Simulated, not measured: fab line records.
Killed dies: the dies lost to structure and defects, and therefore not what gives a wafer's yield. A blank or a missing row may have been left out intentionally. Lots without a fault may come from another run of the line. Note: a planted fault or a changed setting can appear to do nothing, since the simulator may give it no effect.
A struck lot beside a sound one | flow sky130 | 18 out of 708 route steps
Sound: wafers L963.2, L963.4, L963.6. Wafers struck: L966.1, L966.4, L966.6. The cause comes at the end.
Order at every step that has rows: each side's tool, ch and its chambers, its first start. Under that, the readings that differ: sound wafers | struck wafers | difference of the means | sigmas: that difference in standard deviations of wafers without a fault.
alike: same words and numbers on both sides, and readings whose means sit less than 2 such deviations apart. not compared: any withheld reading, any reading some wafer has no value for, any bound like >300 that may hide the same value, and any number with overlapping values for which the record gives no deviation.
Wherever a step has rows on one side only, a row that says differs or no value, or a row with sigmas, the two part there. Non-overlapping numbers with no deviation appear without sigmas and do not part them. A reading that every wafer of one side lacks parts them only if that side has two wafers or more.

first, 5 steps without rows for these wafers: SKY_VIA4_COAT_06 (resist thk 1140 nm); SKY_VIA4_SOFTBAKE_07 (time 60 s); SKY_VIA4_EXPOSE_08 (exposes mask VIM4, target cd 800 nm); SKY_VIA4_PEB_09; SKY_VIA4_DEVELOP_10 (develop time 60 s).
SKY_VIA4_OVL_MEAS_11:
  sound: overlay-01 at day 43 10:06; struck: overlay-02 at day 44 05:32
  alike: VIA4_OVL
SKY_VIA4_ETCH_12: etches SiO2 in C4F8/O2/Ar, stops on TiN, target depth 580 nm.
  sound on rie_diel-01 ch 0,1,3, day 43 10:08; struck on rie_diel-04 ch 2,3, day 44 05:35
  alike: oes_product_au
SKY_VIA4_STRIP_13: strips in O2/N2.
  sound on plasma_asher-02 ch 0,1, day 43 10:12; struck on plasma_asher-02 ch 0,1, day 44 05:39
  alike: drypump_motor_current_A, o2_flow_sccm, oes_product_au, strip_time_to_endpoint_s
  not compared: rf_hours_counter_h
then, 3 steps without rows for these wafers: SKY_VIA4_STRIP_14 (strips in post etch residue remover, time 1200 s); SKY_VIA4_CLEAN_15 (cleans in IPA, time 180 s); SKY_VIA4_CLEAN_16 (cleans in O3/DIW).
SKY_VIA4_SPUTTER_17: material TiN, target thk 20 nm, time 80 s.
  sound: pvd_sputter-03 at day 43 10:48; struck: pvd_sputter-02 at day 44 06:17
  alike: throttle_valve_pct
SKY_VIA4_CVD_18: deposits W, target thk 505 nm, time 152.14 s.
  sound on cvd_w-01 ch 0,1, day 43 10:52; struck on cvd_w-01 ch 0, day 44 06:20
  reading                            | sound                | struck               | difference | sigmas
  heater_power_w (W)                 | 877 879 771          | 719 725 732          | -117       | -2
  susceptor_temp_C (C)               | 399.97 400.37 399.94 | 388.15 388.48 388.33 | -11.77     | -56
  model.W_of_VIA4_CVD_18.thk_nm (nm) | 508.2 505.1 502.4    | 399.5 402.9 404.5    | -102.9     |
SKY_VIA4_RS_MEAS_19: uses a four-point probe to measure.
  sound: film_metro-01 at day 43 11:02; struck: film_metro-01 at day 44 06:39
  reading            | sound             | struck            | difference | sigmas
  VIA4_W_RS (ohm/sq) | 0.225 0.227 0.228 | 0.287 0.286 0.285 | +0.059     | +20
SKY_VIA4_THK_MEAS_20: measures by xrf.
  sound: film_metro-01 at day 43 11:08; struck: film_metro-01 at day 44 06:46
  reading         | sound       | struck      | difference | sigmas
  VIA4_W_THK (nm) | 500 500 497 | 395 397 399 | -102       | -16
SKY_VIA4_CMP_21: polishes, stops on SiO2, t overpolish 25 s, target thk 0 nm.
  sound on cmp-01 ch 2,3, day 43 11:14; struck on cmp-02 ch 0,1,2, day 44 06:56
  reading                | sound       | struck    | difference | sigmas
  time_to_endpoint_s (s) | 129 122 124 | 86 92 100 | -32        | -5
  alike: edge_zone_pressure_frac, motor_current_A
SKY_METAL5_SPUTTER_00: material Ti, target thk 15 nm, time 10 s.
  sound: pvd_sputter-04 at day 43 11:29; struck: pvd_sputter-01 at day 44 07:08
  alike: throttle_valve_pct
-- the record jumps here: 3 days lie between the struck wafers' starts before and after (it left off in module METAL5 and takes up again in module PAD_OPEN, whose first step shown is number 708 of the route) --
SKY_PAD_OPEN_PROBE_99:
  sound: prober-01 at day 46 08:38; struck: prober-02 at day 47 04:58
  reading                  | sound          | struck         | difference | sigmas
  defect_limited_yield (%) | 79.7 78.0 75.2 | 85.0 79.1 84.1 | +5.1       | +2
  killed_at_M0_to_M3       | 55 52 62       | 37 44 36       | -17        | -3
  killed_dies              | 100 108 122    | 74 103 78      | -25        | -2
  killed_open              | 55 54 65       | 36 49 36       | -18        | -2
  sort_bin_3_pad_short (%) | 1.0 2.0 1.4    | 0.4 0.8 0.6    | -0.9       | -2
  sort_n_pass              | 392 384 370    | 418 389 414    | +25        | +2
  sort_yield_pct (%)       | 79.7 78.0 75.2 | 85.0 79.1 84.1 | +5.1       | +2
  alike: killed_at_M4_up, killed_at_contacts, killed_at_front_end, killed_at_other, killed_short, sort_bin_5_function, sort_bin_6_memory

## WHERE THEY PART
At SKY_VIA4_CVD_18 first; at SKY_PAD_OPEN_PROBE_99 last (within this record only).

WHY: whatever the simulator had introduced
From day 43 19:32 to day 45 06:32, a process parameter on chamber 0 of cvd_w-01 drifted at SKY_VIA4_CVD_18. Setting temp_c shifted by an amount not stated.
